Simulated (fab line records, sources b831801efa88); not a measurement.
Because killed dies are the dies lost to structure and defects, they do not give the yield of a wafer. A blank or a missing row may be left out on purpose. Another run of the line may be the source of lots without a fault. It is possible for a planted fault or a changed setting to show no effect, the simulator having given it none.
fab line records	flow sky130
record: lots: 7	wafers: 21	lastDay: 49
route steps=708 shown PWDE@52 NWELL@56 PAD_OPEN@708
lots that met no fault: taken from a fault-free run of the same line
startH: the number of hours between the record's first day and the start of the first shown wafer of the lot	waitH: hours from the lot's prior step to this one	" as in the row above	L1.1+2: several wafers, shown together as one row	- no value present, or no start provided	* or withheld: withheld	< > ~ a bound
route shown NAME@n: names a module that has steps shown in the file, with the first one's number in the route	usual: mean and standard deviation over wafers with no fault	same: alike in all rows	chamber/n: place in a boat	sites: per-site readings	_std_site: the standard deviation of these	_edge_site: outer sites' mean less inner sites'	radiusMm: for every site, how far away it sits from the centre of the wafer	mask NAME#n: copy n	behind: the most recent tool/chamber to have shaped the wafer	hold: why the lot was held/for how many hours/how that ended	device: the n, p or np transistor that did not switch	end of line: tests of these same wafers at the route's end	a step with no rows: only its recipe	killed: at the first sort, the dies lost to defects and structure; wafer yield is something else	map: shows each die of a wafer: x if killed, . if not, _ if none is there
set.NAME: setting as actually run; set.NAME@STEP: the setting as run at that earlier step	model.NAME: the simulator's own value behind a step, which no gauge read
lots seen at some steps along the route; tables by step, rows by wafer
services: when a tool's chamber went out of use (startH, in hours from the record's first day, below 0 if earlier), for how many hours, and the reason
== steps ==
step: SKY_PWDE_OVL_MEAS_07
usual: PWDE_OVL: -0.1/1.2
lot.wafer	tool	chamber	startH	waitH	PWDE_OVL[nm]
L223.1	overlay-02	-	66.59	-	0.4
L223.2	"	-	"	"	0.0
L223.3	"	-	"	"	-0.5
L225.1	overlay-02	-	75.99	-	0.6
L225.4	"	-	"	"	-1.5
L225.5	"	-	"	"	-0.6
L234.2	overlay-01	-	130.21	-	1.5
L234.3	"	-	"	"	0.7
L234.5	"	-	"	"	1.1
L235.1	overlay-02	-	136.57	-	1.1
L235.4	"	-	"	"	-0.1
L235.5	"	-	"	"	-0.9
L237.1	overlay-02	-	145.52	-	-0.1
L237.3	"	-	"	"	2.8
L237.6	"	-	"	"	0.9
L241.3	overlay-01	-	169.45	-	1.0
L241.5	"	-	"	"	0.1
L241.6	"	-	"	"	0.5
L242.3	overlay-01	-	172.47	-	0.4
L242.4	"	-	"	"	1.8
L242.5	"	-	"	"	1.4
step: SKY_PWDE_IMPLANT_08
recipe: species: B	energyKev: 150	doseCm2: 3.6e+12	tiltDeg: withheld
step: SKY_PWDE_STRIP_09
recipe: chemistry: O2/N2	powerW: 1400	pressureMtorr: 1500	platenTempC: withheld	o2FlowSccm: 3000	n2FlowSccm: 300	overashFraction: 0.5
usual: drypumpMotorCurrentA: 5.9/0.51	oesProductAu: 0.722/0.0043	stripTimeToEndpointS: 36.89/0.1
lot.wafer	tool	chamber	startH	waitH	drypumpMotorCurrentA	oesProductAu	rfHoursCounterH	stripTimeToEndpointS
L223.1	plasmaAsher-04	0	66.77	0.1	5.4	0.717	40	36.88
L223.2	"	1	"	"	6.6	0.722	40	36.79
L223.3	"	1	"	"	6.6	0.729	-	36.82
L225.1	plasmaAsher-03	0	76.17	0.1	6.3	0.720	22	36.97
L225.4	"	0	"	"	6.3	0.719	-	36.90
L225.5	"	1	"	"	5.7	0.717	-	36.96
L234.2	plasmaAsher-01	0	130.39	0.1	5.3	0.729	46	37.05
L234.3	"	1	"	"	6.3	0.729	-	37.05
L234.5	"	1	"	"	6.3	0.721	-	36.98
L235.1	plasmaAsher-01	0	136.75	0.1	5.3	0.727	46	36.91
L235.4	"	1	"	"	6.2	0.729	-	36.88
L235.5	"	0	"	"	5.3	0.715	-	36.80
L237.1	plasmaAsher-04	0	145.70	0.1	5.4	0.723	3	36.89
L237.3	"	0	"	"	5.4	0.719	-	36.91
L237.6	"	1	"	"	6.6	0.713	-	36.91
L241.3	plasmaAsher-04	0	169.65	0.1	5.4	0.722	-	36.89
L241.5	"	0	"	"	5.3	0.724	-	36.90
L241.6	"	1	"	"	6.6	0.717	-	36.84
L242.3	plasmaAsher-03	0	172.68	0.1	6.3	0.728	-	36.85
L242.4	"	1	"	"	5.7	0.720	-	36.88
L242.5	"	0	"	"	6.3	0.726	-	36.84
step: SKY_PWDE_TW_MEAS_10
usual: PWDE_TW: 374.4/2.7
lot.wafer	tool	chamber	startH	waitH	PWDE_TW
L223.1	filmMetro-02	-	66.87	0.1	378.9
L223.2	"	-	"	"	379.3
L223.3	"	-	"	"	377.9
L225.1	filmMetro-01	-	76.27	0.1	374.5
L225.4	"	-	"	"	372.8
L225.5	"	-	"	"	377.9
L234.2	filmMetro-01	-	130.50	0.1	371.2
L234.3	"	-	"	"	372.0
L234.5	"	-	"	"	372.3
L235.1	filmMetro-01	-	136.85	0.1	373.1
L235.4	"	-	"	"	370.9
L235.5	"	-	"	"	372.4
L237.1	filmMetro-04	-	145.80	0.1	374.1
L237.3	"	-	"	"	376.1
L237.6	"	-	"	"	374.5
L241.3	filmMetro-01	-	169.74	0.1	373.1
L241.5	"	-	"	"	374.4
L241.6	"	-	"	"	375.1
L242.3	filmMetro-01	-	172.76	0.1	371.6
L242.4	"	-	"	"	371.6
L242.5	"	-	"	"	373.2
step: SKY_NWELL_DEHYDRATE_03
recipe: tempC: 200	timeS: 60
step: SKY_NWELL_HMDS_04
recipe: primeTimeS: 60	primeTempC: 120
step: SKY_NWELL_COAT_05
recipe: spinRpm: 2000	resistThkNm: 3000
step: SKY_NWELL_SOFTBAKE_06
recipe: tempC: 110	timeS: withheld
step: SKY_NWELL_EXPOSE_07
recipe: maskId: NWM	na: 0.6	sourceShape: conventional	sigmaOuter: 0.6	polarization: unpolarized	targetCdNm: 840	doseMj: 255
step: SKY_NWELL_PEB_08
recipe: tempC: 115	timeS: withheld
step: SKY_NWELL_DEVELOP_09
recipe: wallAngleDeg: 90	developer: TMAH	developTimeS: 60	devTempC: 23
step: SKY_NWELL_OVL_MEAS_10
usual: NWELL_00_OVL: -0.3/1.4
lot.wafer	tool	chamber	startH	waitH	NWELL_00_OVL[nm]
L223.1	overlay-01	-	83.11	-	-3.1
L223.2	"	-	"	"	-3.4
L223.3	"	-	"	"	-1.6
L225.1	overlay-01	-	92.92	-	-0.2
L225.4	"	-	"	"	-1.2
L225.5	"	-	"	"	0.1
L234.2	overlay-01	-	149.76	-	-1.1
L234.3	"	-	"	"	-0.2
L234.5	"	-	"	"	-0.1
L235.1	overlay-02	-	156.16	-	0.7
L235.4	"	-	"	"	0.6
L235.5	"	-	"	"	1.9
L237.1	overlay-01	-	164.57	-	-0.1
L237.3	"	-	"	"	1.8
L237.6	"	-	"	"	0.8
L241.3	overlay-01	-	190.53	-	-2.9
L241.5	"	-	"	"	-2.9
L241.6	"	-	"	"	-0.8
L242.3	overlay-02	-	194.07	-	1.2
L242.4	"	-	"	"	-0.9
L242.5	"	-	"	"	0.9
step: SKY_NWELL_IMPLANT_11
recipe: species: P	energyKev: 400	doseCm2: 1.9e+13	tiltDeg: withheld
usual: beamEnergyKeV: 400.01/0.13	beamOnS: 10.01/0.21	doseIonsCm2: 1.9002e+13/2e+10	faradayCurrentUA: 107.0/2.2
lot.wafer	tool	chamber	startH	waitH	beamEnergyKeV	beamOnS	doseIonsCm2	faradayCurrentUA
L223.1	implanter-04	0	83.14	0.0	399.98	9.86	1.8951e+13	108.7
L223.2	"	0	"	"	400.03	9.82	1.8997e+13	108.4
L223.3	"	0	"	"	400.13	9.79	1.8961e+13	109.3
L225.1	implanter-01	0	92.95	0.0	400.16	9.50	1.9002e+13	112.5
L225.4	"	0	"	"	400.11	10.10	1.9019e+13	105.5
L225.5	"	0	"	"	399.96	10.02	1.9033e+13	107.7
L234.2	implanter-01	0	149.82	0.0	399.92	65.42	1.7407e+14	149.5
L234.3	"	0	"	"	400.19	67.20	1.7407e+14	146.8
L234.5	"	0	"	"	400.10	65.85	1.7407e+14	148.8
L235.1	implanter-01	0	156.19	0.0	399.75	67.85	1.7409e+14	144.4
L235.4	"	0	"	"	399.95	66.09	1.7404e+14	148.8
L235.5	"	0	"	"	399.90	66.88	1.7403e+14	146.8
L237.1	implanter-01	0	164.60	0.0	399.97	68.76	1.741e+14	142.6
L237.3	"	0	"	"	399.87	67.76	1.741e+14	144.8
L237.6	"	0	"	"	399.91	67.20	1.7406e+14	144.8
L241.3	implanter-04	0	190.60	0.1	399.90	9.58	1.9e+13	111.4
L241.5	"	0	"	"	399.94	9.88	1.8989e+13	108.4
L241.6	"	0	"	"	399.90	10.00	1.9015e+13	107.4
L242.3	implanter-04	0	194.14	0.1	399.85	10.20	1.8992e+13	105.1
L242.4	"	0	"	"	399.85	10.16	1.8999e+13	105.3
L242.5	"	0	"	"	400.18	10.05	1.9005e+13	107.5
step: SKY_NWELL_IMPLANT_12
recipe: species: P	energyKev: 120	doseCm2: 1.3e+12	tiltDeg: withheld
step: SKY_NWELL_IMPLANT_13
recipe: species: P	energyKev: 50	doseCm2: 7e+11	tiltDeg: withheld
step: SKY_NWELL_STRIP_14
recipe: chemistry: O2/N2	powerW: 1400	pressureMtorr: 1500	platenTempC: withheld	o2FlowSccm: 3000	n2FlowSccm: 300	overashFraction: 0.5
usual: drypumpMotorCurrentA: 5.9/0.44	oesProductAu: 0.723/0.0051	stripTimeToEndpointS: 36.86/0.087
lot.wafer	tool	chamber	startH	waitH	drypumpMotorCurrentA	oesProductAu	rfHoursCounterH	stripTimeToEndpointS
L223.1	plasmaAsher-04	0	83.59	0.1	5.4	0.733	42	36.66
L223.2	"	1	"	"	6.6	0.732	42	36.77
L223.3	"	0	"	"	5.3	0.729	-	36.76
L225.1	plasmaAsher-04	0	93.40	0.1	5.3	0.735	43	36.85
L225.4	"	1	"	"	6.6	0.726	-	36.75
L225.5	"	0	"	"	5.3	0.723	-	36.89
L234.2	plasmaAsher-02	0	150.24	0.1	5.9	0.724	47	36.95
L234.3	"	1	"	"	5.6	0.723	-	36.94
L234.5	"	1	"	"	5.6	0.733	-	36.92
L235.1	plasmaAsher-02	1	156.64	0.1	5.6	0.726	47	36.93
L235.4	"	1	"	"	5.6	0.719	-	36.89
L235.5	"	1	"	"	5.6	0.713	-	36.94
L237.1	plasmaAsher-03	1	165.05	0.1	5.7	0.718	31	36.85
L237.3	"	1	"	"	5.8	0.723	-	36.87
L237.6	"	1	"	"	5.7	0.728	-	36.90
L241.3	plasmaAsher-02	0	191.04	0.1	5.9	0.732	-	36.89
L241.5	"	0	"	"	5.8	0.723	-	36.82
L241.6	"	1	"	"	5.6	0.724	-	36.82
L242.3	plasmaAsher-02	1	194.58	0.1	5.6	0.733	-	36.87
L242.4	"	0	"	"	5.9	0.716	-	36.89
L242.5	"	0	"	"	5.9	0.723	-	36.83
step: SKY_NWELL_TW_MEAS_15
usual: NWELL_TW: 1824/9.4
lot.wafer	tool	chamber	startH	waitH	NWELL_TW
L223.1	filmMetro-04	-	83.69	0.1	1831
L223.2	"	-	"	"	1822
L223.3	"	-	"	"	1832
L225.1	filmMetro-01	-	93.50	0.1	1820
L225.4	"	-	"	"	1813
L225.5	"	-	"	"	1819
L234.2	filmMetro-01	-	150.35	0.1	3637
L234.3	"	-	"	"	3628
L234.5	"	-	"	"	3628
L235.1	filmMetro-01	-	156.74	0.1	3643
L235.4	"	-	"	"	3622
L235.5	"	-	"	"	3630
L237.1	filmMetro-02	-	165.15	0.1	3696
L237.3	"	-	"	"	3655
L237.6	"	-	"	"	3675
L241.3	filmMetro-04	-	191.12	0.1	1821
L241.5	"	-	"	"	1829
L241.6	"	-	"	"	1824
L242.3	filmMetro-01	-	194.66	0.1	1825
L242.4	"	-	"	"	1831
L242.5	"	-	"	"	1819
step: SKY_NWELL_DEHYDRATE_16
recipe: tempC: 200	timeS: 60
step: SKY_NWELL_HMDS_17
recipe: primeTimeS: 60	primeTempC: 120
step: SKY_NWELL_COAT_18
recipe: spinRpm: 2000	resistThkNm: 3000
step: SKY_NWELL_SOFTBAKE_19
recipe: tempC: 110	timeS: withheld
step: SKY_NWELL_EXPOSE_20
recipe: maskId: NWM_COMPLEMENT	na: 0.6	sourceShape: conventional	sigmaOuter: 0.6	polarization: unpolarized	targetCdNm: 840	doseMj: 260
step: SKY_NWELL_PEB_21
recipe: tempC: 115	timeS: withheld
step: SKY_NWELL_DEVELOP_22
recipe: wallAngleDeg: 90	developer: TMAH	developTimeS: 60	devTempC: 23
step: SKY_NWELL_OVL_MEAS_23
usual: NWELL_01_OVL: -0.5/1.5
lot.wafer	tool	chamber	startH	waitH	NWELL_01_OVL[nm]
L223.1	overlay-01	-	100.76	-	-2.2
L223.2	"	-	"	"	-2.8
L223.3	"	-	"	"	-1.3
L225.1	overlay-02	-	110.42	-	-1.7
L225.4	"	-	"	"	-2.1
L225.5	"	-	"	"	-1.1
L234.2	overlay-01	-	169.86	-	-2.0
L234.3	"	-	"	"	-0.5
L234.5	"	-	"	"	-1.1
L235.1	overlay-02	-	176.41	-	0.4
L235.4	"	-	"	"	-0.4
L235.5	"	-	"	"	0.6
L237.1	overlay-01	-	185.76	-	0.6
L237.3	"	-	"	"	-0.7
L237.6	"	-	"	"	2.4
L241.3	overlay-01	-	212.73	-	-1.0
L241.5	"	-	"	"	-0.7
L241.6	"	-	"	"	-0.7
L242.3	overlay-02	-	217.22	-	-2.1
L242.4	"	-	"	"	-0.8
L242.5	"	-	"	"	-0.8
step: SKY_NWELL_IMPLANT_24
recipe: species: B	energyKev: 140	doseCm2: 9.2e+12	tiltDeg: withheld
step: SKY_NWELL_STRIP_25
recipe: chemistry: O2/N2	powerW: 1400	pressureMtorr: 1500	platenTempC: withheld	o2FlowSccm: 3000	n2FlowSccm: 300	overashFraction: 0.5
usual: drypumpMotorCurrentA: 5.9/0.45	oesProductAu: 0.723/0.0048	stripTimeToEndpointS: 36.87/0.086
lot.wafer	tool	chamber	startH	waitH	drypumpMotorCurrentA	oesProductAu	rfHoursCounterH	stripTimeToEndpointS
L223.1	plasmaAsher-03	1	100.94	0.1	5.7	0.729	25	36.71
L223.2	"	0	"	"	6.4	0.721	25	36.69
L223.3	"	1	"	"	5.7	0.735	-	36.77
L225.1	plasmaAsher-03	0	110.60	0.1	6.3	0.718	26	36.81
L225.4	"	1	"	"	5.7	0.736	-	36.79
L225.5	"	1	"	"	5.7	0.724	-	36.79
L234.2	plasmaAsher-04	0	170.04	0.1	5.3	0.724	5	36.82
L234.3	"	1	"	"	6.6	0.722	-	36.77
L234.5	"	0	"	"	5.3	0.716	-	36.90
L235.1	plasmaAsher-02	0	176.59	0.1	5.9	0.714	49	36.91
L235.4	"	0	"	"	5.9	0.727	-	36.86
L235.5	"	1	"	"	5.6	0.720	-	36.94
L237.1	plasmaAsher-02	0	185.94	0.1	5.9	0.723	50	36.72
L237.3	"	1	"	"	5.6	0.719	-	36.78
L237.6	"	0	"	"	5.9	0.722	-	36.81
L241.3	plasmaAsher-04	1	212.93	0.1	6.6	0.723	-	36.84
L241.5	"	0	"	"	5.3	0.718	-	36.95
L241.6	"	1	"	"	6.6	0.719	-	36.88
L242.3	plasmaAsher-03	1	217.42	0.1	5.7	0.711	-	37.03
L242.4	"	0	"	"	6.3	0.720	-	36.94
L242.5	"	1	"	"	5.7	0.723	-	36.92
step: SKY_NWELL_TW_MEAS_26
usual: NWELL_2_TW: 497.8/2.7
lot.wafer	tool	chamber	startH	waitH	NWELL_2_TW
L223.1	filmMetro-01	-	101.04	0.1	501.6
L223.2	"	-	"	"	498.3
L223.3	"	-	"	"	501.5
L225.1	filmMetro-04	-	110.70	0.1	494.9
L225.4	"	-	"	"	497.7
L225.5	"	-	"	"	496.9
L234.2	filmMetro-02	-	170.15	0.1	501.1
L234.3	"	-	"	"	498.3
L234.5	"	-	"	"	499.8
L235.1	filmMetro-04	-	176.69	0.1	501.5
L235.4	"	-	"	"	496.2
L235.5	"	-	"	"	495.9
L237.1	filmMetro-04	-	186.04	0.1	496.0
L237.3	"	-	"	"	498.1
L237.6	"	-	"	"	499.0
L241.3	filmMetro-04	-	213.02	0.1	496.5
L241.5	"	-	"	"	495.8
L241.6	"	-	"	"	496.1
L242.3	filmMetro-01	-	217.51	0.1	494.9
L242.4	"	-	"	"	496.9
L242.5	"	-	"	"	497.6
step: SKY_NWELL_CLEAN_27
recipe: chemistry: SC1/SC2	mix: 1:4:20	tempC: 70	timeS: 150	dry: n2Spin
step: SKY_NWELL_RTA_28
recipe: tempC: 1050	timeS: 30	idleTempC: 650	rampUpCPerS: 150	rampDownCPerS: 90	ambient: N2
usual: chamberO2Ppm: 1.996/0.025	lampPowerPct: 25.30/0.056	wafer_temp_C_max: 1054.9/0.95
lot.wafer	tool	chamber	startH	waitH	chamberO2Ppm	lampPowerPct	wafer_temp_C_max
L223.1	rtpAnneal-01	0	101.15	0.0	2.002	25.25	1055.5
L223.2	"	0	"	"	1.988	25.18	1054.9
L223.3	"	0	"	"	1.999	25.20	1053.7
L225.1	rtpAnneal-02	0	110.81	0.0	2.002	25.31	1056.6
L225.4	"	0	"	"	2.008	25.20	1054.6
L225.5	"	0	"	"	2.023	25.41	1055.4
L234.2	rtpAnneal-01	0	170.28	0.0	2.027	25.32	1054.6
L234.3	"	0	"	"	2.020	25.38	1054.7
L234.5	"	0	"	"	2.022	25.33	1054.4
L235.1	rtpAnneal-02	0	176.80	0.0	1.985	25.35	1054.8
L235.4	"	0	"	"	1.989	25.31	1054.9
L235.5	"	0	"	"	1.987	25.36	1055.2
L237.1	rtpAnneal-02	0	186.15	0.0	1.985	25.37	1053.6
L237.3	"	0	"	"	1.971	25.26	1054.9
L237.6	"	0	"	"	1.993	25.35	1055.6
L241.3	rtpAnneal-01	0	213.14	0.0	1.952	25.10	1053.8
L241.5	"	0	"	"	1.987	25.25	1056.2
L241.6	"	0	"	"	2.011	25.35	1055.4
L242.3	rtpAnneal-02	0	217.63	0.0	2.030	25.29	1055.6
L242.4	"	0	"	"	1.989	25.25	1057.6
L242.5	"	0	"	"	2.002	25.40	1054.9
step: SKY_NWELL_RS_MEAS_29
recipe: thkMeasGauge: four-point-probe
usual: NWELL_RS: 625.5/1.6
lot.wafer	tool	chamber	startH	waitH	NWELL_RS[ohm/sq]
L223.1	filmMetro-04	-	101.25	0.1	625.9
L223.2	"	-	"	"	625.1
L223.3	"	-	"	"	625.8
L225.1	filmMetro-04	-	110.91	0.1	623.6
L225.4	"	-	"	"	624.7
L225.5	"	-	"	"	626.1
L234.2	filmMetro-01	-	170.38	0.1	180.4
L234.3	"	-	"	"	180.2
L234.5	"	-	"	"	180.5
L235.1	filmMetro-02	-	176.90	0.1	180.3
L235.4	"	-	"	"	180.4
L235.5	"	-	"	"	180.1
L237.1	filmMetro-02	-	186.25	0.1	180.1
L237.3	"	-	"	"	180.3
L237.6	"	-	"	"	180.2
L241.3	filmMetro-02	-	213.25	0.1	624.1
L241.5	"	-	"	"	624.3
L241.6	"	-	"	"	623.1
L242.3	filmMetro-04	-	217.74	0.1	621.6
L242.4	"	-	"	"	622.4
L242.5	"	-	"	"	622.4
step: SKY_PAD_OPEN_PROBE_99
usual: killed_at_M0_to_M3: 42/6.4	killed_at_M4_up: 3.2/1.9	killedAtContacts: 24/4.8	killedAtFrontEnd: 16/4.4	killedAtOther: 0.3/0.55	killedDies: 86/8.6	killedOpen: 46/6.6	killedShort: 39/5.7
same: grossDies: 492	killedAtBackSide: 0
lot.wafer	tool	chamber	startH	waitH	killed_at_M0_to_M3	killed_at_M4_up	killedAtContacts	killedAtFrontEnd	killedAtOther	killedDies	killedOpen	killedShort
L223.1	prober-02	-	1074.94	0.1	41	3	18	20	0	82	52	29
L223.2	prober-02	-	1074.99	0.1	36	6	23	11	0	76	35	39
L223.3	prober-02	-	1075.04	0.2	49	2	22	19	0	92	58	34
L225.1	prober-01	-	1082.78	0.1	52	3	29	19	0	103	63	40
L225.4	prober-01	-	1082.93	0.2	55	3	23	25	0	106	58	48
L225.5	prober-01	-	1082.98	0.2	45	3	22	19	0	89	47	42
L235.1	prober-01	-	1146.30	0.1	40	3	20	17	1	81	45	35
L235.4	prober-01	-	1146.45	0.2	37	1	14	16	0	68	41	27
L235.5	prober-01	-	1146.50	0.2	46	2	20	11	3	82	42	39
L234.2	prober-02	-	1150.53	0.1	33	2	29	19	1	84	46	38
L234.3	prober-02	-	1150.58	0.2	39	2	25	15	0	81	46	35
L234.5	prober-02	-	1150.68	0.2	42	1	27	25	0	95	54	41
L237.1	prober-01	-	1153.92	0.1	47	5	25	11	0	88	56	32
L237.3	prober-01	-	1154.02	0.2	41	2	29	8	0	80	39	41
L237.6	prober-01	-	1154.17	0.2	36	3	32	15	0	86	49	37
L241.3	prober-02	-	1174.39	0.2	39	5	25	21	1	91	48	40
L241.5	prober-02	-	1174.49	0.2	41	2	21	18	0	82	42	40
L241.6	prober-02	-	1174.54	0.2	49	3	19	18	0	89	48	41
L242.3	prober-01	-	1178.48	0.2	37	3	16	14	0	70	44	26
L242.4	prober-01	-	1178.53	0.2	53	4	23	24	0	104	50	54
L242.5	prober-01	-	1178.58	0.2	49	2	27	12	0	90	48	42
killed by level:class
L223.1 CONTACT:geometricParticle:open=11 VIA2:geometricParticle:open=8 VIA1:geometricParticle:open=6 VIA2:geometricParticle:short=5 METAL1:geometricParticle:short=5 VIA3:geometricParticle:open=5 FIELD_ISO:geometricParticle:open=4 POLY_GATE:geometricParticle:open=4
L223.2 LI_CONTACT:geometricParticle:open=10 VIA1:geometricParticle:open=8 VIA3:geometricParticle:open=6 POLY_GATE:geometricParticle:short=5 LOCAL_INTERCONNECT:geometricParticle:short=5 METAL2:geometricParticle:short=5 VIA1:geometricParticle:short=5 CONTACT:geometricParticle:open=4
L223.3 VIA3:geometricParticle:open=13 VIA1:geometricParticle:open=9 LI_CONTACT:geometricParticle:open=7 VIA1:geometricParticle:short=7 FIELD_ISO:geometricParticle:short=5 CONTACT:geometricParticle:short=5 CONTACT:geometricParticle:open=5 FIELD_ISO:geometricParticle:open=4
L225.1 VIA1:geometricParticle:open=14 VIA3:geometricParticle:open=12 LI_CONTACT:geometricParticle:open=10 VIA2:geometricParticle:open=8 CONTACT:geometricParticle:open=7 METAL2:geometricParticle:short=6 POLY_GATE:geometricParticle:short=5 LOCAL_INTERCONNECT:geometricParticle:short=5
L225.4 VIA1:geometricParticle:open=12 POLY_GATE:geometricParticle:open=9 FIELD_ISO:geometricParticle:open=7 METAL1:geometricParticle:short=7 VIA3:geometricParticle:open=7 LI_CONTACT:geometricParticle:open=6 CONTACT:geometricParticle:open=6 METAL2:geometricParticle:short=6
L225.5 VIA1:geometricParticle:open=12 VIA2:geometricParticle:open=9 CONTACT:geometricParticle:short=7 CONTACT:geometricParticle:open=7 FIELD_ISO:geometricParticle:short=6 VIA3:geometricParticle:open=5 FIELD_ISO:geometricParticle:open=4 LOCAL_INTERCONNECT:geometricParticle:short=4
L235.1 VIA1:geometricParticle:open=10 CONTACT:geometricParticle:open=7 POLY_GATE:geometricParticle:short=6 VIA3:geometricParticle:open=6 POLY_GATE:geometricParticle:open=5 VIA2:geometricParticle:open=5 VIA3:geometricParticle:short=4 LI_CONTACT:geometricParticle:open=4
L235.4 METAL1:geometricParticle:short=8 VIA3:geometricParticle:open=8 FIELD_ISO:geometricParticle:open=7 CONTACT:geometricParticle:open=6 VIA1:geometricParticle:open=6 VIA2:geometricParticle:open=5 FIELD_ISO:geometricParticle:short=4 LI_CONTACT:geometricParticle:open=4
L235.5 VIA1:geometricParticle:open=12 VIA3:geometricParticle:open=8 CONTACT:geometricParticle:open=7 VIA3:geometricParticle:short=6 LI_CONTACT:geometricParticle:short=5 METAL1:geometricParticle:short=5 POLY_GATE:geometricParticle:short=4 LI_CONTACT:geometricParticle:open=4
L234.2 CONTACT:geometricParticle:open=13 VIA2:geometricParticle:open=12 FIELD_ISO:geometricParticle:short=7 LI_CONTACT:geometricParticle:open=6 LOCAL_INTERCONNECT:geometricParticle:short=5 VIA1:geometricParticle:short=5 POLY_GATE:geometricParticle:short=4 METAL2:geometricParticle:short=4
L234.3 CONTACT:geometricParticle:open=9 CONTACT:geometricParticle:short=8 VIA1:geometricParticle:open=8 VIA2:geometricParticle:open=6 VIA3:geometricParticle:open=6 FIELD_ISO:geometricParticle:open=4 POLY_GATE:geometricParticle:open=4 POLY_GATE:geometricParticle:short=4
L234.5 VIA1:geometricParticle:open=16 CONTACT:geometricParticle:open=8 FIELD_ISO:geometricParticle:open=7 CONTACT:geometricParticle:short=7 VIA2:geometricParticle:open=7 POLY_GATE:geometricParticle:short=6 LI_CONTACT:geometricParticle:open=6 FIELD_ISO:geometricParticle:short=5
L237.1 VIA1:geometricParticle:open=16 LI_CONTACT:geometricParticle:open=9 VIA2:geometricParticle:open=8 CONTACT:geometricParticle:open=7 VIA1:geometricParticle:short=6 VIA3:geometricParticle:open=6 CONTACT:geometricParticle:short=5 POLY_GATE:geometricParticle:open=4
L237.3 LI_CONTACT:geometricParticle:open=9 VIA2:geometricParticle:open=8 VIA1:geometricParticle:short=6 METAL1:geometricParticle:short=6 VIA1:geometricParticle:open=6 LOCAL_INTERCONNECT:geometricParticle:short=5 CONTACT:geometricParticle:open=5 CONTACT:geometricParticle:short=5
L237.6 CONTACT:geometricParticle:open=12 CONTACT:geometricParticle:short=9 VIA1:geometricParticle:open=9 LI_CONTACT:geometricParticle:open=8 VIA2:geometricParticle:open=6 VIA3:geometricParticle:short=5 VIA2:geometricParticle:short=4 VIA3:geometricParticle:open=4
L241.3 CONTACT:geometricParticle:open=9 VIA1:geometricParticle:open=9 VIA3:geometricParticle:open=8 FIELD_ISO:geometricParticle:short=6 LI_CONTACT:geometricParticle:open=6 METAL2:geometricParticle:short=5 VIA2:geometricParticle:open=5 FIELD_ISO:geometricParticle:open=4
L241.5 VIA1:geometricParticle:open=8 LI_CONTACT:geometricParticle:open=7 VIA1:geometricParticle:short=7 VIA2:geometricParticle:open=7 VIA3:geometricParticle:open=6 POLY_GATE:geometricParticle:short=5 POLY_GATE:geometricParticle:open=5 FIELD_ISO:geometricParticle:short=4
L241.6 VIA1:geometricParticle:open=12 CONTACT:geometricParticle:open=8 METAL2:geometricParticle:short=7 VIA3:geometricParticle:open=7 METAL1:geometricParticle:short=6 VIA2:geometricParticle:open=6 LI_CONTACT:geometricParticle:open=5 FIELD_ISO:geometricParticle:short=4
L242.3 CONTACT:geometricParticle:open=10 VIA1:geometricParticle:open=6 VIA3:geometricParticle:open=6 METAL2:geometricParticle:short=5 POLY_GATE:geometricParticle:open=5 VIA1:geometricParticle:short=4 VIA2:geometricParticle:short=4 FIELD_ISO:geometricParticle:open=3
L242.4 VIA1:geometricParticle:open=13 METAL1:geometricParticle:short=9 CONTACT:geometricParticle:open=8 FIELD_ISO:geometricParticle:open=7 FIELD_ISO:geometricParticle:short=6 LOCAL_INTERCONNECT:geometricParticle:short=5 CONTACT:geometricParticle:short=5 METAL1:geometricParticle:open=5
L242.5 CONTACT:geometricParticle:open=10 VIA1:geometricParticle:open=9 VIA2:geometricParticle:open=8 METAL1:geometricParticle:short=7 LI_CONTACT:geometricParticle:open=6 VIA3:geometricParticle:open=6 LOCAL_INTERCONNECT:geometricParticle:short=5 VIA1:geometricParticle:short=5
== services ==
tool	chamber	startH	hours	kind
plasmaAsher-02	-	85.69	3.4	repair
plasmaAsher-02	-	86.68	9.3	repair
implanter-01	-	107.62	4.1	pm
plasmaAsher-04	-	108.75	9.0	pm
plasmaAsher-04	0	108.75	9.0	ventCycle
plasmaAsher-04	1	108.75	9.0	ventCycle
plasmaAsher-03	-	114.31	2.8	pm
plasmaAsher-04	0	117.75	-	clean
plasmaAsher-04	1	117.75	-	clean
implanter-04	-	129.39	3.3	pm
plasmaAsher-02	-	133.16	0.7	repair
rtpAnneal-02	-	145.63	4.5	pm
plasmaAsher-02	-	151.67	4.7	repair
plasmaAsher-01	-	172.26	2.8	pm
implanter-04	-	181.77	2.3	pm
plasmaAsher-04	-	203.41	2.8	pm
== key ==
firstSign: step: SKY_NWELL_IMPLANT_11	reading: doseIonsCm2	direction: up	sigmas: 99+	usual: *	struck: *
effect: step: SKY_NWELL_IMPLANT_11	reading: beamOnS	direction: up	sigmas: 99+	usual: 10.01	struck: 67.00
effect: step: SKY_NWELL_TW_MEAS_15	reading: NWELL_TW	direction: up	sigmas: 99+	usual: 1824	struck: 3646
effect: step: SKY_NWELL_RS_MEAS_29	reading: NWELL_RS	direction: down	sigmas: 99+	usual: 625.5	struck: 180.3
metAt SKY_NWELL_IMPLANT_11
struckWafers L234.2,L234.3,L234.5,L235.1,L235.4,L235.5,L237.1,L237.3,L237.6
testerLeftOut L234,L235,L237
onsetBetween 92.95 149.82
fault: kind: processParameterDrift	tool: implanter-01	chamber: -	onsetH: 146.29	steps: SKY_NWELL_IMPLANT_11	channel: doseCm2	offset: *	shape: step	endH: 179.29	actsIn: *	stated: *
testerLeftOut: of these lots the tester's yield and bins aren't shown, on N5 and GAA mostly nor the transistor test; their killed dies are dies lost to structure and defects alone, not to doping, threshold or leakage, so they don't give the yield
